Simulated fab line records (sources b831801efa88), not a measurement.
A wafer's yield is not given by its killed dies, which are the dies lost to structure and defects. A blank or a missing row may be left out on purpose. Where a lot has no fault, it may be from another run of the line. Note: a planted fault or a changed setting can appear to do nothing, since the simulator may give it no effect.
Which tool was responsible? -- flow sky130 -- Sampling: 12 lots, 36 wafers, 5 of 708 route steps

WHAT THE GAUGES SHOWED, per wafer
SKY_VIA3_THK_MEAS_23: measures by xrf. Usual: VIA3_W_THK 403 nm, standard deviation 5.8.
lot,measured,on,VIA3_W_THK (nm),flag
L426,day 41 02:37,film metro-01,395 397 396,
L427,day 41 06:04,film metro-02,404 399 398,
L428,day 41 07:05,film metro-04,403 407 400,
L429,day 41 12:54,film metro-04,408 405 403,
L430,day 41 20:58,film metro-02,401 401 406,
L431,day 42 08:11,film metro-01,394 397 396,
L432,day 42 18:23,film metro-01,400 399 407,
L435,day 43 18:20,film metro-04,398 404 401,
L437,day 44 09:42,film metro-01,410 403 401,
L436,day 44 15:57,film metro-04,403 409 403,
L439,day 44 21:01,film metro-04,407 413 410,
L438,day 44 23:32,film metro-04,412 409 414,

SKY_CAP2M_RS_MEAS_03: the measuring method here is four-point-probe. Usual: CAP2M_TIN_RS 6.94 ohm/sq, standard deviation 0.13.
lot,measured,on,CAP2M_TIN_RS (ohm/sq),flag
L426,day 41 03:34,film metro-01,6.92 6.58 6.59,
L427,day 41 06:47,film metro-01,6.67 6.99 6.99,
L428,day 41 07:48,film metro-04,7.05 6.98 7.10,
L429,day 41 13:36,film metro-04,6.93 7.12 7.18,
L430,day 41 21:41,film metro-03,6.80 6.91 6.74,
L431,day 42 08:53,film metro-01,7.11 7.03 7.02,
L432,day 42 19:07,film metro-04,6.96 6.91 6.87,
L435,day 43 19:04,film metro-04,7.05 7.03 6.73,
L437,day 44 10:25,film metro-03,7.03 7.03 7.04,
L436,day 44 16:43,film metro-03,- - - - - -,OFF
L439,day 44 21:44,film metro-01,- - - - - -,OFF
L438,day 45 00:15,film metro-03,- - - - - -,OFF

SKY_CAP2M_OVL_MEAS_12. Usual: CAP2M_OVL 1.2 nm, standard deviation 1.6.
lot,measured,on,CAP2M_OVL (nm),flag
L426,day 42 03:55,overlay-02,1.9 0.2 0.2,
L427,day 42 06:19,overlay-02,1.2 0.5 -0.3,
L428,day 42 07:04,overlay-02,3.1 3.0 2.3,
L429,day 42 13:10,overlay-02,0.2 0.2 0.4,
L430,day 42 21:23,overlay-01,1.7 0.7 3.1,
L431,day 43 08:13,overlay-01,-1.9 -2.3 -2.6,
L432,day 43 18:34,overlay-01,0.6 -0.2 -0.2,
L435,day 44 17:37,overlay-02,-1.2 -1.9 -2.6,
L437,day 45 08:52,overlay-02,1.9 1.0 1.5,

EACH LOT AND THE TOOL THAT RAN IT (in order: tool; ch and the chambers of the sampled wafers; start)
lot,SKY_VIA3_ETCH_14,SKY_CAP2M_SPUTTER_02
L426,"rie diel-02 ch 0,1, day 41 01:37","pvd sputter-02, day 41 03:26"
L427,"rie diel-03 ch 2,3, day 41 05:04","pvd sputter-02, day 41 06:41"
L428,"rie diel-02 ch 1,2,3, day 41 06:01","pvd sputter-02, day 41 07:40"
L429,"rie diel-02 ch 2,3, day 41 11:54","pvd sputter-04, day 41 13:29"
L430,"rie diel-02 ch 0,1, day 41 19:52","pvd sputter-01, day 41 21:32"
L431,"rie diel-04 ch 0,2, day 42 07:10","pvd sputter-04, day 42 08:46"
L432,"rie diel-03 ch 1,2,3, day 42 17:16","pvd sputter-04, day 42 18:58"
L435,"rie diel-02 ch 1,3, day 43 17:20","pvd sputter-02, day 43 18:56"
L437,"rie diel-03 ch 0,1,3, day 44 08:40","pvd sputter-04, day 44 10:18"
L436,"rie diel-03 ch 0,1,2, day 44 14:43","pvd sputter-01, day 44 16:37"
L439,"rie diel-04 ch 0,1,3, day 44 20:01","pvd sputter-04, day 44 21:37"
L438,"rie diel-04 ch 1,3, day 44 22:32","pvd sputter-04, day 45 00:07"
- SKY_VIA3_ETCH_14: etches BARC in N2/H2, stops on SiO2, time 45.9 s, target depth 60 nm.
- SKY_CAP2M_SPUTTER_02: material TiN, target thk 200 nm, time 166.7 s.

WHAT THE TOOLS THEMSELVES READ (means of the sampled wafers that have a number; where no wafer has one, the mark that the record gives instead)
SKY_VIA3_ETCH_14. Usual: bias w 100.0 W, standard deviation 0.31; drypump motor current A 5.2 A, standard deviation 0.32; oes product au 0.855 a.u., standard deviation 0.0046; rf fwd power W 494.2 W, standard deviation 2.1; throttle valve pct 13.225 %, standard deviation 0.0085.
lot,tool,bias w (W),drypump motor current A (A),oes product au (a.u.),rf fwd power W (W),throttle valve pct (%),flag
L426,rie diel-02,99.9,5.1,0.854,493.6,13.230,
L427,rie diel-03,100.1,5.5,0.857,495.5,13.225,
L428,rie diel-02,99.9,5.2,0.856,493.2,13.222,
L429,rie diel-02,100.1,5.1,0.858,493.0,13.227,
L430,rie diel-02,100.0,5.1,0.859,492.0,13.229,
L431,rie diel-04,100.0,5.8,0.854,492.7,13.235,
L432,rie diel-03,99.9,5.3,0.855,496.1,13.229,
L435,rie diel-02,100.1,5.3,0.855,493.4,13.220,
L437,rie diel-03,100.0,5.3,0.855,495.6,13.219,
L436,rie diel-03,99.7,5.1,0.856,497.0,13.238,
L439,rie diel-04,99.6,5.3,0.860,493.8,13.223,
L438,rie diel-04,99.7,5.2,0.860,494.6,13.221,

SKY_CAP2M_SPUTTER_02. Usual: cathode dc power W 6500.0 W, standard deviation 1.1; chamber pressure pa 0.3999 Pa, standard deviation 0.00081; substrate temp c 300.01 C, standard deviation 0.2; throttle valve pct 30.2 %, standard deviation 0.92.
lot,tool,cathode dc power W (W),chamber pressure pa (Pa),substrate temp c (C),throttle valve pct (%),flag
L426,pvd sputter-02,6500.4,0.3994,299.95,29.3,
L427,pvd sputter-02,6500.2,0.3999,300.11,30.7,
L428,pvd sputter-02,6500.1,0.3998,299.94,30.0,
L429,pvd sputter-04,6500.7,0.3996,299.99,30.8,
L430,pvd sputter-01,6499.2,0.3997,299.96,30.5,
L431,pvd sputter-04,6500.6,0.3997,300.26,30.2,
L432,pvd sputter-04,6500.7,0.4002,300.12,30.6,
L435,pvd sputter-02,6501.4,0.4005,299.95,30.6,
L437,pvd sputter-04,6500.1,0.3995,300.04,30.4,
L436,pvd sputter-01,-,-,-,-,OFF
L439,pvd sputter-04,-,-,-,-,OFF
L438,pvd sputter-04,-,-,-,-,OFF

THE ANSWER, worked out from the rows above alone
Rule: lot off if the mean of its wafers having a number is beyond 3 standard deviations from the usual mean. Also off: a lot with no number at a reading for which 4 or more lots have one. All remaining lots with rows at the step are treated as sound. First the gauges in route order, then the tools' own readings, where a lot's mean is used as printed above. The first step at which some lot is off is used, and at that step the reading that is off furthest; a lot without a number counts as furthest.
Off: at SKY_CAP2M_RS_MEAS_03 (CAP2M_TIN_RS), L436, L439, L438. Without a number there: L436, L439, L438.
If a tool, at a process step before that reading, ran all the lots that are off and no sound lot after the first of them, it fits. Not tried: the gauges at SKY_CAP2M_RS_MEAS_03; whatever is off there is also off at SKY_CAP2M_SPUTTER_02, on other tools, and gauge error can't account for it. Of those tried, none fits.

WHAT THE SIMULATOR HAD INSERTED
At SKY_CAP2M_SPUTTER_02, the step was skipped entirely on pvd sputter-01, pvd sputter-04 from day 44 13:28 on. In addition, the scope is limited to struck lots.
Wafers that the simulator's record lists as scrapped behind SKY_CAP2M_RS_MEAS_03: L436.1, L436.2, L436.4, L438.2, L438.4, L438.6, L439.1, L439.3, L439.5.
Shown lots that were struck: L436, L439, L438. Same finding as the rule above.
